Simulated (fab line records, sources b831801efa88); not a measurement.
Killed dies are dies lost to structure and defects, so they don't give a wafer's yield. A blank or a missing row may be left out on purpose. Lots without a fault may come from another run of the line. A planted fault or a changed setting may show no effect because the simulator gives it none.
fab line records | flow sky130
record lots=5 wafers=15 last_day=50
route steps=708 shown PWDE@54 NWELL@56 VT_ADJUST_HVTP@85 VT_ADJUST_LVTN@97
lots that met no fault: from a run of the same line without faults
start_h: hours from the record's first day to the start of the lot's first wafer shown | wait_h: hours since the lot's step before | " the same as in the row above | L1.1+2: a row that stands for several wafers | - no value, or no start given | * or withheld: withheld | < > ~ a bound
route shown NAME@n: a module of which the file shows steps, and the number in the route of the first | usual: mean/standard deviation of fault-free wafers | same: alike in all rows | chamber/n: place in a boat | sites: the reading at each site | _std_site: their standard deviation | _edge_site: outer sites' mean less inner sites' | radius_mm: how far each site lies from the wafer's centre | mask NAME#n: copy n | behind: the tool/chamber that last shaped the wafer | hold: why the lot was held/for how many hours/how that ended | device: the transistor (n, p or np) that didn't switch | end of line: the same wafers' tests at the end of the route | a step without rows: its recipe alone | killed: dies lost to structure and defects at the first sort, not the wafer's yield | map: a wafer's dies, x killed, . not, _ none there
set.NAME: the setting as run; set.NAME@STEP: as run at that earlier step | model.NAME: the simulator's own value behind a step, which no gauge read
lots at some steps of the route; a table a step, a row a wafer
services: from which hour (start_h, from the record's first day; less than 0 if before it) a tool's chamber was out of use, for how many hours, and why
## steps
# step SKY_PWDE_STRIP_09
# recipe chemistry=O2/N2 power_w=1400 pressure_mtorr=1500 platen_temp_c=withheld o2_flow_sccm=3000 n2_flow_sccm=300 overash_fraction=0.5
# usual drypump_motor_current_A=5.7/0.4 o2_flow_sccm=3000/9.8 oes_product_au=0.723/0.0047 strip_time_to_endpoint_s=36.85/0.1
# columns lot.wafer tool chamber start_h wait_h drypump_motor_current_A o2_flow_sccm oes_product_au rf_hours_counter_h strip_time_to_endpoint_s
L080.3 plasma_asher-04 1 100.18 0.1 5.0 3000 0.725 - 36.79
L080.4 " 0 " " 5.9 3011 0.727 - 36.82
L080.6 " 0 " " 5.9 3000 0.714 - 36.85
L082.2 plasma_asher-02 1 113.73 0.1 5.4 2984 0.716 43 36.88
L082.3 " 0 " " 6.3 3005 0.718 - 36.85
L082.5 " 0 " " 6.3 3001 0.726 - 36.98
L087.1 plasma_asher-02 1 144.44 0.1 5.5 2971 0.726 46 36.80
L087.3 " 0 " " 6.3 3018 0.723 - 36.81
L087.6 " 0 " " 6.3 3001 0.727 - 36.69
L096.1 plasma_asher-03 1 194.07 0.1 5.7 2997 0.725 8 36.77
L096.5 " 1 " " 5.6 3004 0.718 - 36.83
L096.6 " 0 " " 5.9 2987 0.726 - 36.78
L097.2 plasma_asher-02 1 197.03 0.1 5.5 3002 0.719 51 36.69
L097.4 " 0 " " 6.3 3002 0.715 - 36.81
L097.6 " 0 " " 6.3 2997 0.720 - 36.73
# step SKY_PWDE_TW_MEAS_10
# usual PWDE_TW=374.0/1.6
# columns lot.wafer tool chamber start_h wait_h PWDE_TW
L080.3 film_metro-04 - 100.27 0.1 373.3
L080.4 " - " " 373.8
L080.6 " - " " 373.5
L082.2 film_metro-02 - 113.84 0.1 375.5
L082.3 " - " " 374.7
L082.5 " - " " 376.3
L087.1 film_metro-04 - 144.54 0.1 370.7
L087.3 " - " " 372.2
L087.6 " - " " 372.4
L096.1 film_metro-02 - 194.17 0.1 372.5
L096.5 " - " " 374.1
L096.6 " - " " 375.2
L097.2 film_metro-04 - 197.14 0.1 376.0
L097.4 " - " " 372.6
L097.6 " - " " 374.8
# step SKY_NWELL_DEHYDRATE_03
# recipe temp_c=200 time_s=60
# columns lot.wafer tool chamber start_h wait_h
L080.3+4+6 litho_track-03 0 108.39 8.1
L082.2+3+5 litho_track-01 0 122.18 8.3
L087.1+3+6 litho_track-04 0 153.98 9.4
L096.1+5+6 litho_track-04 0 204.43 10.3
L097.2+4+6 litho_track-01 0 207.83 10.7
# step SKY_NWELL_HMDS_04
# recipe prime_time_s=60 prime_temp_c=120
# same prime_time_s=60
# columns lot.wafer tool chamber start_h wait_h
L080.3+4+6 litho_track-03 0 108.54 0.1
L082.2+3+5 litho_track-01 0 122.33 0.1
L087.1+3+6 litho_track-04 0 154.13 0.1
L096.1+5+6 litho_track-04 0 204.58 0.1
L097.2+4+6 litho_track-01 0 207.98 0.1
# step SKY_NWELL_COAT_05
# recipe spin_rpm=2000 resist_thk_nm=3000
# columns lot.wafer tool chamber start_h wait_h
L080.3+4+6 litho_track-03 0 108.69 0.1
L082.2+3+5 litho_track-01 0 122.48 0.1
L087.1+3+6 litho_track-04 0 154.28 0.1
L096.1+5+6 litho_track-04 0 204.73 0.1
L097.2+4+6 litho_track-01 0 208.13 0.1
# step SKY_NWELL_SOFTBAKE_06
# recipe temp_c=110 time_s=withheld
# columns lot.wafer tool chamber start_h wait_h
L080.3+4+6 litho_track-03 0 108.85 0.1
L082.2+3+5 litho_track-01 0 122.64 0.1
L087.1+3+6 litho_track-04 0 154.43 0.1
L096.1+5+6 litho_track-04 0 204.88 0.1
L097.2+4+6 litho_track-01 0 208.29 0.1
# step SKY_NWELL_EXPOSE_07
# recipe mask_id=NWM na=0.6 source_shape=conventional sigma_outer=0.6 polarization=unpolarized target_cd_nm=840 dose_mj=255
# same sigma_outer=0.6
# columns lot.wafer tool chamber start_h wait_h mask
L080.3+4+6 iline_stepper-02 0 - - NWM#0
L082.2+3+5 iline_stepper-02 0 - - NWM#0
L087.1+3+6 iline_stepper-01 0 - - NWM#0
L096.1+5+6 iline_stepper-01 0 - - NWM#0
L097.2+4+6 iline_stepper-01 0 - - NWM#0
# step SKY_NWELL_PEB_08
# recipe temp_c=115 time_s=withheld
# columns lot.wafer tool chamber start_h wait_h
L080.3+4+6 litho_track-01 0 - -
L082.2+3+5 litho_track-04 0 - -
L087.1+3+6 litho_track-03 0 - -
L096.1+5+6 litho_track-04 0 - -
L097.2+4+6 litho_track-04 0 - -
# step SKY_NWELL_DEVELOP_09
# recipe wall_angle_deg=90 developer=TMAH develop_time_s=60 dev_temp_c=23
# columns lot.wafer tool chamber start_h wait_h
L080.3+4+6 litho_track-01 0 - -
L082.2+3+5 litho_track-04 0 - -
L087.1+3+6 litho_track-03 0 - -
L096.1+5+6 litho_track-04 0 - -
L097.2+4+6 litho_track-04 0 - -
# step SKY_NWELL_OVL_MEAS_10
# usual NWELL_00_OVL=-0.1/1.1
# columns lot.wafer tool chamber start_h wait_h NWELL_00_OVL[nm]
L080.3 overlay-01 - 118.22 - 0.3
L080.4 " - " " -0.1
L080.6 " - " " 0.6
L082.2 overlay-01 - 131.24 - -1.8
L082.3 " - " " -0.7
L082.5 " - " " -0.6
L087.1 overlay-01 - 165.19 - 0.9
L087.3 " - " " 0.0
L087.6 " - " " 0.5
L096.1 overlay-01 - 215.58 - 2.3
L096.5 " - " " 0.4
L096.6 " - " " 1.6
L097.2 overlay-01 - 219.29 - -0.8
L097.4 " - " " 0.3
L097.6 " - " " 0.8
# step SKY_NWELL_IMPLANT_11
# recipe species=P energy_kev=400 dose_cm2=1.9e+13 tilt_deg=withheld
# columns lot.wafer tool chamber start_h wait_h
L080.3+4+6 implanter-02 0 118.30 0.1
L082.2+3+5 implanter-04 0 131.29 0.0
L087.1+3+6 implanter-04 0 165.22 0.0
L096.1+5+6 implanter-02 0 215.62 0.0
L097.2+4+6 implanter-02 0 219.34 0.0
# step SKY_NWELL_IMPLANT_12
# recipe species=P energy_kev=120 dose_cm2=1.3e+12 tilt_deg=withheld
# columns lot.wafer tool chamber start_h wait_h
L080.3+4+6 implanter-02 0 118.45 0.1
L082.2+3+5 implanter-04 0 131.44 0.1
L087.1+3+6 implanter-04 0 165.37 0.1
L096.1+5+6 implanter-02 0 215.77 0.1
L097.2+4+6 implanter-02 0 219.49 0.1
# step SKY_NWELL_IMPLANT_13
# recipe species=P energy_kev=50 dose_cm2=7e+11 tilt_deg=withheld
# columns lot.wafer tool chamber start_h wait_h
L080.3+4+6 implanter-02 0 118.60 0.1
L082.2+3+5 implanter-04 0 131.59 0.1
L087.1+3+6 implanter-04 0 165.52 0.1
L096.1+5+6 implanter-02 0 215.92 0.1
L097.2+4+6 implanter-02 0 219.64 0.1
# step SKY_NWELL_STRIP_14
# recipe chemistry=O2/N2 power_w=1400 pressure_mtorr=1500 platen_temp_c=withheld o2_flow_sccm=3000 n2_flow_sccm=300 overash_fraction=0.5
# usual drypump_motor_current_A=5.8/0.49 o2_flow_sccm=2999/9 oes_product_au=0.723/0.0044 strip_time_to_endpoint_s=36.86/0.076
# columns lot.wafer tool chamber start_h wait_h drypump_motor_current_A o2_flow_sccm oes_product_au rf_hours_counter_h strip_time_to_endpoint_s
L080.3 plasma_asher-03 1 118.73 0.1 5.6 2991 0.724 - 36.92
L080.4 " 0 " " 5.9 2994 0.730 - 37.01
L080.6 " 1 " " 5.7 2998 0.724 - 36.98
L082.2 plasma_asher-01 0 131.72 0.1 6.4 3014 0.725 46 36.87
L082.3 " 0 " " 6.4 2993 0.715 - 36.79
L082.5 " 0 " " 6.4 3013 0.725 - 36.95
L087.1 plasma_asher-03 0 165.67 0.1 5.9 3006 0.721 5 36.85
L087.3 " 0 " " 5.9 3009 0.720 - 36.85
L087.6 " 1 " " 5.7 2993 0.719 - 36.81
L096.1 plasma_asher-03 0 216.07 0.1 5.9 3000 0.725 10 36.85
L096.5 " 0 " " 5.9 3013 0.717 - 36.77
L096.6 " 1 " " 5.6 2995 0.726 - 36.85
L097.2 plasma_asher-01 1 219.77 0.1 5.0 3003 0.727 55 36.93
L097.4 " 0 " " 6.4 3000 0.714 - 36.94
L097.6 " 0 " " 6.4 3003 0.726 - 36.87
# step SKY_NWELL_TW_MEAS_15
# usual NWELL_TW=1821/8.7
# columns lot.wafer tool chamber start_h wait_h NWELL_TW
L080.3 film_metro-03 - 118.82 0.1 1815
L080.4 " - " " 1812
L080.6 " - " " 1801
L082.2 film_metro-03 - 131.83 0.1 1828
L082.3 " - " " 1828
L082.5 " - " " 1825
L087.1 film_metro-03 - 165.77 0.1 1804
L087.3 " - " " 1822
L087.6 " - " " 1821
L096.1 film_metro-03 - 216.17 0.1 1811
L096.5 " - " " 1818
L096.6 " - " " 1801
L097.2 film_metro-04 - 219.88 0.1 1816
L097.4 " - " " 1807
L097.6 " - " " 1804
# step SKY_NWELL_DEHYDRATE_16
# recipe temp_c=200 time_s=60
# columns lot.wafer tool chamber start_h wait_h
L080.3+4+6 litho_track-04 0 127.43 8.6
L082.2+3+5 litho_track-01 0 141.08 9.2
L087.1+3+6 litho_track-01 0 175.06 9.3
L096.1+5+6 litho_track-01 0 227.36 11.2
L097.2+4+6 litho_track-03 0 230.86 11.0
# step SKY_NWELL_HMDS_17
# recipe prime_time_s=60 prime_temp_c=120
# same prime_time_s=60
# columns lot.wafer tool chamber start_h wait_h
L080.3+4+6 litho_track-04 0 127.58 0.1
L082.2+3+5 litho_track-01 0 141.23 0.1
L087.1+3+6 litho_track-01 0 175.21 0.1
L096.1+5+6 litho_track-01 0 227.51 0.1
L097.2+4+6 litho_track-03 0 231.01 0.1
# step SKY_NWELL_COAT_18
# recipe spin_rpm=2000 resist_thk_nm=3000
# columns lot.wafer tool chamber start_h wait_h
L080.3+4+6 litho_track-04 0 127.73 0.1
L082.2+3+5 litho_track-01 0 141.38 0.1
L087.1+3+6 litho_track-01 0 175.36 0.1
L096.1+5+6 litho_track-01 0 227.66 0.1
L097.2+4+6 litho_track-03 0 231.16 0.1
# step SKY_NWELL_SOFTBAKE_19
# recipe temp_c=110 time_s=withheld
# columns lot.wafer tool chamber start_h wait_h
L080.3+4+6 litho_track-04 0 127.90 0.1
L082.2+3+5 litho_track-01 0 141.54 0.1
L087.1+3+6 litho_track-01 0 175.51 0.1
L096.1+5+6 litho_track-01 0 227.81 0.1
L097.2+4+6 litho_track-03 0 231.32 0.1
# step SKY_NWELL_EXPOSE_20
# recipe mask_id=NWM_COMPLEMENT na=0.6 source_shape=conventional sigma_outer=0.6 polarization=unpolarized target_cd_nm=840 dose_mj=260
# same sigma_outer=0.6
# columns lot.wafer tool chamber start_h wait_h mask
L080.3+4+6 iline_stepper-02 0 - - NWM_COMPLEMENT#0
L082.2+3+5 iline_stepper-01 0 - - NWM_COMPLEMENT#0
L087.1+3+6 iline_stepper-02 0 - - NWM_COMPLEMENT#0
L096.1+5+6 iline_stepper-02 0 - - NWM_COMPLEMENT#0
L097.2+4+6 iline_stepper-02 0 - - NWM_COMPLEMENT#0
# step SKY_NWELL_PEB_21
# recipe temp_c=115 time_s=withheld
# columns lot.wafer tool chamber start_h wait_h
L080.3+4+6 litho_track-04 0 - -
L082.2+3+5 litho_track-01 0 - -
L087.1+3+6 litho_track-03 0 - -
L096.1+5+6 litho_track-01 0 - -
L097.2+4+6 litho_track-04 0 - -
# step SKY_NWELL_DEVELOP_22
# recipe wall_angle_deg=90 developer=TMAH develop_time_s=60 dev_temp_c=23
# columns lot.wafer tool chamber start_h wait_h
L080.3+4+6 litho_track-04 0 - -
L082.2+3+5 litho_track-01 0 - -
L087.1+3+6 litho_track-03 0 - -
L096.1+5+6 litho_track-01 0 - -
L097.2+4+6 litho_track-04 0 - -
# step SKY_NWELL_OVL_MEAS_23
# usual NWELL_01_OVL=-0.4/1.3
# columns lot.wafer tool chamber start_h wait_h NWELL_01_OVL[nm]
L080.3 overlay-02 - 137.54 - -0.8
L080.4 " - " " 0.0
L080.6 " - " " -1.2
L082.2 overlay-01 - 150.86 - 2.1
L082.3 " - " " -0.3
L082.5 " - " " -1.1
L087.1 overlay-02 - 186.39 - -0.9
L087.3 " - " " -0.1
L087.6 " - " " -1.5
L096.1 overlay-02 - 238.86 - -1.3
L096.5 " - " " -2.3
L096.6 " - " " -1.6
L097.2 overlay-01 - 242.59 - -1.5
L097.4 " - " " -0.9
L097.6 " - " " -0.9
# step SKY_NWELL_IMPLANT_24
# recipe species=B energy_kev=140 dose_cm2=9.022e+12 tilt_deg=withheld
# columns lot.wafer tool chamber start_h wait_h
L080.3+4+6 implanter-02 0 137.62 0.1
L082.2+3+5 implanter-02 0 150.92 0.0
L087.1+3+6 implanter-02 0 186.42 0.0
L096.1+5+6 implanter-04 0 238.89 0.0
L097.2+4+6 implanter-04 0 242.64 0.0
# step SKY_NWELL_STRIP_25
# recipe chemistry=O2/N2 power_w=1400 pressure_mtorr=1500 platen_temp_c=withheld o2_flow_sccm=3000 n2_flow_sccm=300 overash_fraction=0.5
# usual drypump_motor_current_A=5.8/0.49 o2_flow_sccm=3000/9.2 oes_product_au=0.722/0.0044 strip_time_to_endpoint_s=36.90/0.091
# columns lot.wafer tool chamber start_h wait_h drypump_motor_current_A o2_flow_sccm oes_product_au rf_hours_counter_h strip_time_to_endpoint_s
L080.3 plasma_asher-03 0 137.75 0.1 5.9 2997 0.711 - 36.92
L080.4 " 1 " " 5.6 3005 0.724 - 36.97
L080.6 " 0 " " 5.9 3017 0.720 - 36.84
L082.2 plasma_asher-01 0 151.04 0.1 6.4 3005 0.728 48 36.95
L082.3 " 1 " " 5.0 2992 0.724 - 36.93
L082.5 " 0 " " 6.3 3000 0.721 - 36.95
L087.1 plasma_asher-02 0 186.57 0.1 6.4 3001 0.731 50 36.97
L087.3 " 1 " " 5.5 2998 0.721 - 36.99
L087.6 " 0 " " 6.3 3000 0.724 - 36.85
L096.1 plasma_asher-03 1 239.04 0.1 5.6 3006 0.720 12 36.95
L096.5 " 1 " " 5.7 3014 0.716 - 36.87
L096.6 " 0 " " 5.9 2991 0.724 - 37.03
L097.2 plasma_asher-03 1 242.77 0.1 5.7 3000 0.724 13 36.92
L097.4 " 0 " " 5.9 3012 0.731 - 36.89
L097.6 " 1 " " 5.6 2997 0.724 - 36.92
# step SKY_NWELL_TW_MEAS_26
# usual NWELL_2_TW=493.5/2.3
# columns lot.wafer tool chamber start_h wait_h NWELL_2_TW
L080.3 film_metro-02 - 137.84 0.1 494.5
L080.4 " - " " 491.8
L080.6 " - " " 492.0
L082.2 film_metro-03 - 151.15 0.1 494.9
L082.3 " - " " 494.3
L082.5 " - " " 494.2
L087.1 film_metro-04 - 186.67 0.1 494.3
L087.3 " - " " 494.3
L087.6 " - " " 493.9
L096.1 film_metro-04 - 239.14 0.1 492.1
L096.5 " - " " 496.1
L096.6 " - " " 493.2
L097.2 film_metro-03 - 242.88 0.1 493.2
L097.4 " - " " 490.6
L097.6 " - " " 489.5
# step SKY_NWELL_CLEAN_27
# recipe chemistry=SC1/SC2 mix=1:4:20 temp_c=70 time_s=150 dry=n2_spin
# columns lot.wafer tool chamber start_h wait_h
L080.3+4+6 wet_bench-03 2 137.88 0.0
L082.2+3+5 wet_bench-04 0 151.20 0.0
L087.1+3+6 wet_bench-03 2 186.73 0.1
L096.1+5+6 wet_bench-01 0 239.20 0.1
L097.2+4+6 wet_bench-03 0 242.93 0.0
# step SKY_NWELL_RTA_28
# recipe temp_c=1050 time_s=30 idle_temp_c=650 ramp_up_c_per_s=150 ramp_down_c_per_s=90 ambient=N2
# usual lamp_power_pct=25.31/0.048 wafer_temp_C_max=1054.8/1
# columns lot.wafer tool chamber start_h wait_h lamp_power_pct wafer_temp_C_max
L080.3 rtp_anneal-01 0 137.96 0.0 25.34 1054.5
L080.4 " 0 " " 25.31 1054.6
L080.6 " 0 " " 25.39 1054.8
L082.2 rtp_anneal-02 0 151.28 0.0 25.26 1053.4
L082.3 " 0 " " 25.32 1056.6
L082.5 " 0 " " 25.29 1054.8
L087.1 rtp_anneal-02 0 186.78 0.0 25.35 1054.1
L087.3 " 0 " " 25.36 1056.2
L087.6 " 0 " " 25.28 1054.5
L096.1 rtp_anneal-01 0 239.26 0.0 25.36 1055.8
L096.5 " 0 " " 25.31 1053.4
L096.6 " 0 " " 25.28 1056.2
L097.2 rtp_anneal-02 0 242.99 0.0 25.35 1055.8
L097.4 " 0 " " 25.27 1055.9
L097.6 " 0 " " 25.30 1053.7
# step SKY_NWELL_RS_MEAS_29
# recipe thk_meas_gauge=four-point-probe
# usual NWELL_RS=625.5/1.9
# columns lot.wafer tool chamber start_h wait_h NWELL_RS[ohm/sq]
L080.3 film_metro-04 - 138.07 0.1 627.8
L080.4 " - " " 626.3
L080.6 " - " " 627.2
L082.2 film_metro-04 - 151.38 0.1 625.5
L082.3 " - " " 624.8
L082.5 " - " " 626.5
L087.1 film_metro-02 - 186.88 0.1 627.9
L087.3 " - " " 625.5
L087.6 " - " " 628.7
L096.1 film_metro-02 - 239.36 0.1 622.8
L096.5 " - " " 622.0
L096.6 " - " " 625.0
L097.2 film_metro-02 - 243.10 0.1 623.4
L097.4 " - " " 624.5
L097.6 " - " " 623.7
# step SKY_NWELL_RS_MEAS_31
# recipe thk_meas_gauge=four-point-probe
# usual PWDE_RS=5285/20
# columns lot.wafer tool chamber start_h wait_h PWDE_RS[ohm/sq]
L080.3 film_metro-04 - 138.31 0.1 5264
L080.4 " - " " 5254
L080.6 " - " " 5263
L082.2 film_metro-04 - 151.62 0.1 5298
L082.3 " - " " 5293
L082.5 " - " " 5293
L087.1 film_metro-02 - 187.12 0.1 5268
L087.3 " - " " 5265
L087.6 " - " " 5254
L096.1 film_metro-02 - 239.60 0.1 5300
L096.5 " - " " 5300
L096.6 " - " " 5298
L097.2 film_metro-02 - 243.34 0.1 5282
L097.4 " - " " 5274
L097.6 " - " " 5271
# step SKY_VT_ADJUST_HVTP_DEHYDRATE_00
# recipe temp_c=200 time_s=60
# columns lot.wafer tool chamber start_h wait_h
L080.3+4+6 litho_track-03 0 146.84 8.5
L082.2+3+5 litho_track-03 0 161.41 9.8
L087.1+3+6 litho_track-02 0 197.15 10.0
L096.1+5+6 litho_track-01 0 251.71 12.1
L097.2+4+6 litho_track-01 0 254.88 11.5
# step SKY_VT_ADJUST_HVTP_HMDS_01
# recipe prime_time_s=60 prime_temp_c=120
# same prime_time_s=60
# columns lot.wafer tool chamber start_h wait_h
L080.3+4+6 litho_track-03 0 146.99 0.1
L082.2+3+5 litho_track-03 0 161.56 0.1
L087.1+3+6 litho_track-02 0 197.30 0.1
L096.1+5+6 litho_track-01 0 251.86 0.1
L097.2+4+6 litho_track-01 0 255.03 0.1
# step SKY_VT_ADJUST_HVTP_COAT_02
# recipe resist=NOVOLAK spin_rpm=3000 resist_thk_nm=1140
# columns lot.wafer tool chamber start_h wait_h
L080.3+4+6 litho_track-03 0 147.14 0.1
L082.2+3+5 litho_track-03 0 161.71 0.1
L087.1+3+6 litho_track-02 0 197.45 0.1
L096.1+5+6 litho_track-01 0 252.01 0.1
L097.2+4+6 litho_track-01 0 255.18 0.1
# step SKY_VT_ADJUST_HVTP_SOFTBAKE_03
# recipe temp_c=90 time_s=60 resist=NOVOLAK
# columns lot.wafer tool chamber start_h wait_h
L080.3+4+6 litho_track-03 0 147.29 0.1
L082.2+3+5 litho_track-03 0 161.86 0.1
L087.1+3+6 litho_track-02 0 197.60 0.1
L096.1+5+6 litho_track-01 0 252.16 0.1
L097.2+4+6 litho_track-01 0 255.33 0.1
# step SKY_VT_ADJUST_HVTP_EXPOSE_04
# recipe mask_id=HVTPM na=0.6 source_shape=conventional sigma_outer=0.6 polarization=unpolarized target_cd_nm=380 dose_mj=140
# same sigma_outer=0.6
# columns lot.wafer tool chamber start_h wait_h mask
L080.3+4+6 iline_stepper-02 0 - - HVTPM#0
L082.2+3+5 iline_stepper-02 0 - - HVTPM#0
L087.1+3+6 iline_stepper-01 0 - - HVTPM#0
L096.1+5+6 iline_stepper-01 0 - - HVTPM#0
L097.2+4+6 iline_stepper-01 0 - - HVTPM#0
# step SKY_VT_ADJUST_HVTP_PEB_05
# recipe temp_c=withheld time_s=* resist=NOVOLAK
# columns lot.wafer tool chamber start_h wait_h
L080.3+4+6 litho_track-02 0 - -
L082.2+3+5 litho_track-02 0 - -
L087.1+3+6 litho_track-01 0 - -
L096.1+5+6 litho_track-03 0 - -
L097.2+4+6 litho_track-01 0 - -
# step SKY_VT_ADJUST_HVTP_DEVELOP_06
# recipe resist=NOVOLAK developer=TMAH develop_time_s=58.99 dev_temp_c=23
# columns lot.wafer tool chamber start_h wait_h
L080.3+4+6 litho_track-02 0 157.15 0.1
L082.2+3+5 litho_track-02 0 171.47 0.1
L087.1+3+6 litho_track-01 0 208.61 0.1
L096.1+5+6 litho_track-03 0 263.29 0.1
L097.2+4+6 litho_track-01 0 266.18 0.1
# step SKY_VT_ADJUST_HVTP_CD_MEAS_07
# recipe target_cd_nm=380
# usual cd_nm=379.0/2.4
# columns lot.wafer tool chamber start_h wait_h cd_nm
L080.3 cd_sem-01 - 157.29 0.1 376.8
L080.4 " - " " 376.7
L080.6 " - " " 376.0
L082.2 cd_sem-01 - 171.62 0.1 374.0
L082.3 " - " " 379.4
L082.5 " - " " 376.6
L087.1 cd_sem-01 - 208.76 0.1 380.6
L087.3 " - " " 379.9
L087.6 " - " " 381.2
L096.1 cd_sem-01 - 263.44 0.1 376.8
L096.5 " - " " 377.2
L096.6 " - " " 376.8
L097.2 cd_sem-02 - 266.33 0.1 377.0
L097.4 " - " " 378.5
L097.6 " - " " 378.1
# step SKY_VT_ADJUST_HVTP_OVL_MEAS_08
# usual VT_ADJUST_HVTP_OVL=1.3/1.3
# columns lot.wafer tool chamber start_h wait_h VT_ADJUST_HVTP_OVL[nm]
L080.3 overlay-01 - 157.38 0.1 4.5
L080.4 " - " " 3.8
L080.6 " - " " 4.7
L082.2 overlay-01 - 171.72 0.1 -0.6
L082.3 " - " " 0.5
L082.5 " - " " -1.0
L087.1 overlay-02 - 208.88 0.1 1.0
L087.3 " - " " 0.5
L087.6 " - " " 1.1
L096.1 overlay-02 - 263.56 0.1 0.8
L096.5 " - " " 0.9
L096.6 " - " " 2.4
L097.2 overlay-02 - 266.43 0.1 1.7
L097.4 " - " " 1.1
L097.6 " - " " 1.3
# step SKY_VT_ADJUST_HVTP_IMPLANT_09
# recipe species=As energy_kev=150 dose_cm2=4.3e+12 tilt_deg=withheld
# columns lot.wafer tool chamber start_h wait_h
L080.3+4+6 implanter-03 0 157.45 0.1
L082.2+3+5 implanter-02 0 171.78 0.0
L087.1+3+6 implanter-02 0 208.91 0.0
L096.1+5+6 implanter-03 0 263.59 0.0
L097.2+4+6 implanter-02 0 266.49 0.0
# step SKY_VT_ADJUST_HVTP_STRIP_10
# recipe chemistry=O2/N2 power_w=1400 pressure_mtorr=1500 platen_temp_c=withheld o2_flow_sccm=3000 n2_flow_sccm=300 overash_fraction=0.5
# usual drypump_motor_current_A=5.8/0.56 o2_flow_sccm=3000/8.5 oes_product_au=0.715/0.004 strip_time_to_endpoint_s=14.17/0.04
# columns lot.wafer tool chamber start_h wait_h drypump_motor_current_A o2_flow_sccm oes_product_au rf_hours_counter_h strip_time_to_endpoint_s
L080.3 plasma_asher-02 0 157.58 0.1 6.3 2993 0.721 - 14.19
L080.4 " 1 " " 5.5 2999 0.717 - 14.18
L080.6 " 0 " " 6.3 2996 0.713 - 14.20
L082.2 plasma_asher-01 0 171.90 0.1 6.4 2989 0.714 50 14.16
L082.3 " 0 " " 6.4 3016 0.709 - 14.16
L082.5 " 1 " " 5.0 2999 0.718 - 14.18
L087.1 plasma_asher-01 1 209.06 0.1 5.0 3001 0.718 54 14.19
L087.3 " 0 " " 6.4 3009 0.725 - 14.18
L087.6 " 0 " " 6.4 3015 0.721 - 14.20
L096.1 plasma_asher-04 1 263.74 0.1 5.0 3001 0.714 46 14.18
L096.5 " 0 " " 5.9 2995 0.718 - 14.11
L096.6 " 1 " " 5.0 2995 0.713 - 14.14
L097.2 plasma_asher-01 0 266.61 0.1 6.4 3002 0.717 58 14.22
L097.4 " 1 " " 5.0 2985 0.713 - 14.23
L097.6 " 1 " " 5.0 2997 0.719 - 14.23
# step SKY_VT_ADJUST_HVTP_TW_MEAS_11
# usual VT_ADJUST_HVTP_TW=1347/9.7
# columns lot.wafer tool chamber start_h wait_h VT_ADJUST_HVTP_TW
L080.3 film_metro-02 - 157.67 0.1 1353
L080.4 " - " " 1357
L080.6 " - " " 1352
L082.2 film_metro-01 - 172.01 0.1 1346
L082.3 " - " " 1343
L082.5 " - " " 1348
L087.1 film_metro-04 - 209.16 0.1 1357
L087.3 " - " " 1357
L087.6 " - " " 1355
L096.1 film_metro-01 - 263.84 0.1 1345
L096.5 " - " " 1346
L096.6 " - " " 1345
L097.2 film_metro-01 - 266.72 0.1 1331
L097.4 " - " " 1330
L097.6 " - " " 1330
# step SKY_VT_ADJUST_LVTN_DEHYDRATE_00
# recipe temp_c=200 time_s=60
# columns lot.wafer tool chamber start_h wait_h
L080.3+4+6 litho_track-03 0 166.89 9.2
L082.2+3+5 litho_track-04 0 181.85 9.8
L087.1+3+6 litho_track-03 0 219.04 9.9
L096.1+5+6 litho_track-04 0 275.08 11.2
L097.2+4+6 litho_track-02 0 278.97 12.2
# step SKY_VT_ADJUST_LVTN_HMDS_01
# recipe prime_time_s=60 prime_temp_c=120
# same prime_time_s=60
# columns lot.wafer tool chamber start_h wait_h
L080.3+4+6 litho_track-03 0 167.04 0.1
L082.2+3+5 litho_track-04 0 182.00 0.1
L087.1+3+6 litho_track-03 0 219.19 0.1
L096.1+5+6 litho_track-04 0 275.23 0.1
L097.2+4+6 litho_track-02 0 279.12 0.1
# step SKY_VT_ADJUST_LVTN_COAT_02
# recipe spin_rpm=2000 resist_thk_nm=3000
# columns lot.wafer tool chamber start_h wait_h
L080.3+4+6 litho_track-03 0 167.19 0.1
L082.2+3+5 litho_track-04 0 182.15 0.1
L087.1+3+6 litho_track-03 0 219.34 0.1
L096.1+5+6 litho_track-04 0 275.38 0.1
L097.2+4+6 litho_track-02 0 279.27 0.1
# step SKY_VT_ADJUST_LVTN_SOFTBAKE_03
# recipe temp_c=110 time_s=withheld
# columns lot.wafer tool chamber start_h wait_h
L080.3+4+6 litho_track-03 0 167.35 0.1
L082.2+3+5 litho_track-04 0 182.31 0.1
L087.1+3+6 litho_track-03 0 219.49 0.1
L096.1+5+6 litho_track-04 0 275.53 0.1
L097.2+4+6 litho_track-02 0 279.43 0.1
# step SKY_VT_ADJUST_LVTN_EXPOSE_04
# recipe mask_id=NWM_COMPLEMENT_LESS_NATIVE na=0.6 source_shape=conventional sigma_outer=0.6 polarization=unpolarized target_cd_nm=840 dose_mj=194
# same sigma_outer=0.6
# columns lot.wafer tool chamber start_h wait_h mask
L080.3+4+6 iline_stepper-01 0 - - NWM_COMPLEMENT_LESS_NATIVE#0
L082.2+3+5 iline_stepper-01 0 - - NWM_COMPLEMENT_LESS_NATIVE#0
L087.1+3+6 iline_stepper-02 0 - - NWM_COMPLEMENT_LESS_NATIVE#0
L096.1+5+6 iline_stepper-02 0 - - NWM_COMPLEMENT_LESS_NATIVE#0
L097.2+4+6 iline_stepper-01 0 - - NWM_COMPLEMENT_LESS_NATIVE#0
# step SKY_VT_ADJUST_LVTN_PEB_05
# recipe temp_c=115 time_s=withheld
# columns lot.wafer tool chamber start_h wait_h
L080.3+4+6 litho_track-03 0 - -
L082.2+3+5 litho_track-04 0 - -
L087.1+3+6 litho_track-04 0 - -
L096.1+5+6 litho_track-02 0 - -
L097.2+4+6 litho_track-03 0 - -
## services
# columns tool chamber start_h hours kind
iline_stepper-01 - 83.67 8.9 pm
plasma_asher-03 - 108.75 9.0 pm
plasma_asher-03 0 108.75 9.0 vent_cycle
iline_stepper-01 - 126.71 4.5 repair
iline_stepper-02 - 141.44 1.7 pm
implanter-02 - 163.65 2.7 pm
implanter-04 - 187.33 6.3 pm
iline_stepper-02 - 192.12 4.4 repair
iline_stepper-02 - 198.61 4.4 pm
implanter-03 - 207.63 40.9 repair
iline_stepper-01 - 212.49 1.7 pm
wet_bench-01 - 224.10 5.9 repair
plasma_asher-01 - 228.18 14.6 pm
implanter-04 - 243.52 4.8 pm
implanter-03 - 248.52 6.2 pm
plasma_asher-02 - 252.73 0.9 repair
rtp_anneal-01 - 259.02 5.6 pm
implanter-03 - 269.65 3.3 repair
plasma_asher-01 - 271.71 2.8 pm
plasma_asher-04 - 281.48 5.6 repair
plasma_asher-03 - 281.94 2.9 repair
plasma_asher-03 - 283.02 4.3 repair
plasma_asher-01 - 284.23 0.6 repair
iline_stepper-02 - 285.62 1.5 repair
## key
fault none
